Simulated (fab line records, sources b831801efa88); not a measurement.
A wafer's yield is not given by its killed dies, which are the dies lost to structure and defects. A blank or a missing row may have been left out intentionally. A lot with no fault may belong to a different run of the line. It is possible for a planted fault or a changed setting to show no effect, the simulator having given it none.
A struck lot beside a sound one ; flow sky130 ; 17 out of 708 route steps
Sound: these wafers, L843.3, L843.4, L843.5. Struck: wafers L835.1, L835.2, L835.3. Last of all comes the cause.
For every step that has rows: the tool of each side, followed by ch and its chambers, followed by its first start. Under that, the readings that differ: sound wafers ; struck wafers ; difference of the means ; sigmas: that difference in standard deviations of wafers without a fault.
alike: readings with means less than 2 such deviations apart, plus words and numbers identical on both sides. not compared: withheld readings, readings lacking a value on some wafer, bounds such as >300 that could conceal the same value, and numbers that have no deviation in the record and whose values overlap.
The two part at a step that has a row with sigmas, a row that says differs or no value, or rows on one side only. When numbers do not overlap yet have no deviation, they are printed without sigmas and do not part them. A reading that every wafer of one side lacks parts them only if that side has two wafers or more.

first, 1 step without rows for these wafers: SKY_VT_ADJUST_LVTN_IMPLANT_19.
SKY_VT_ADJUST_LVTN_STRIP_20: strips in O2/N2.
  sound on plasma_asher-03 ch 0,1, day 12 21:34; struck on plasma_asher-01 ch 0,1, day 10 10:32
  alike: drypump_motor_current_A, oes_product_au, strip_time_to_endpoint_s
  not compared: rf_hours_counter_h
SKY_VT_ADJUST_LVTN_TW_MEAS_21:
  sound on film_metro-03, day 12 21:39; struck on film_metro-04, day 10 10:38
  alike: VT_ADJUST_LVTN_2_TW
then, 7 steps without rows for these wafers: SKY_VT_ADJUST_NCORE_DEHYDRATE_00 (time 60 s); SKY_VT_ADJUST_NCORE_HMDS_01 (prime time 60 s); SKY_VT_ADJUST_NCORE_COAT_02 (resist thk 1140 nm); SKY_VT_ADJUST_NCORE_SOFTBAKE_03 (time 60 s); SKY_VT_ADJUST_NCORE_EXPOSE_04 (exposes mask LVTN COMPLEMENT THIN, target cd 380 nm); SKY_VT_ADJUST_NCORE_PEB_05; SKY_VT_ADJUST_NCORE_DEVELOP_06 (develop time 57.12 s).
SKY_VT_ADJUST_NCORE_CD_MEAS_07: the cd target is 380 nm.
  sound on cd_sem-01, day 13 23:08; struck on cd_sem-01, day 11 10:35
  alike: cd_nm
SKY_VT_ADJUST_NCORE_OVL_MEAS_08:
  sound on overlay-02, day 13 23:14; struck on overlay-02, day 11 10:43
  alike: VT_ADJUST_NCORE_OVL
SKY_VT_ADJUST_NCORE_IMPLANT_09:
  sound on implanter-03 ch 0, day 13 23:18; struck on implanter-02 ch 0, day 11 10:45
reading;sound;struck;difference;sigmas
dose_ions_cm2;2.3987e+12 2.3961e+12 2.3988e+12;7.895e+11 7.872e+11 7.897e+11;-1.609e+12;-99 or more
faraday_current_uA;13.51 13.33 13.19;4.49 4.47 4.59;-8.83;-34
SKY_VT_ADJUST_NCORE_STRIP_10: strips in O2/N2.
  sound on plasma_asher-02 ch 0,1, day 13 23:26; struck on plasma_asher-01 ch 0,1, day 11 10:54
  alike: drypump_motor_current_A, oes_product_au, strip_time_to_endpoint_s
  not compared: rf_hours_counter_h
SKY_VT_ADJUST_NCORE_TW_MEAS_11:
  sound on film_metro-01, day 13 23:31; struck on film_metro-03, day 11 11:00
reading;sound;struck;difference;sigmas
VT_ADJUST_NCORE_TW;216.0 214.9 215.1;161.4 161.9 161.1;-53.9;-38
then, 1 step without rows for these wafers: SKY_VT_ADJUST_HVTR_DEHYDRATE_00 (time 60 s).
-- here the record skips 37 days between the struck wafers' starts before and after, leaving off in module VT_ADJUST_HVTR and picking up in module PAD_OPEN (first step shown: number 708 of the route) --
SKY_PAD_OPEN_PROBE_99:
  sound on prober-01, day 50 07:52; struck on prober-02, day 48 08:19
reading;sound;struck;difference;sigmas
model.etest.nfet_16v.r_on_ohm_um;1.397e+04 1.391e+04 1.383e+04;1.179e+04 1.174e+04 1.175e+04;-2.143e+03;
model.etest.pfet_16v.r_on_ohm_um;1.459e+04 1.474e+04 1.45e+04;1.738e+04 1.721e+04 1.697e+04;+2.577e+03;
model.etest.pfet_g5v0d10v5.r_on_ohm_um;4812 4768 4788;5567 5646 5591;+812;
model.etest.tip_p.rs_ohm_sq;6951 6914 6948;7454 7505 7473;+540;
model.etest.pfet_01v8.r_on_ohm_um;2982 2889 2915;3155 3206 3133;+236;
model.etest.res_pwell_under_gate.rs_ohm_sq;2277 2263 2262;2530 2544 2534;+269;
model.etest.nfet_g5v0d10v5.r_on_ohm_um;1899 1875 1898;1687 1689 1699;-199;
model.etest.tip_p_5v.rs_ohm_sq;2891 2860 2892;3037 3066 3033;+164;
  alike: killed_at_M0_to_M3, killed_at_M4_up, killed_at_contacts, killed_at_front_end, killed_at_other, killed_dies, killed_open, killed_short

WHERE THEY PART
At SKY_VT_ADJUST_NCORE_IMPLANT_09 first; at SKY_VT_ADJUST_NCORE_TW_MEAS_11 last (within this record only). Later steps at which nothing parts them and some readings are alike: SKY_PAD_OPEN_PROBE_99.

WHY: what the simulator had put in
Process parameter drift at SKY_VT_ADJUST_NCORE_IMPLANT_09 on implanter-02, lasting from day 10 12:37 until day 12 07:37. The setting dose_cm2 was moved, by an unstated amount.
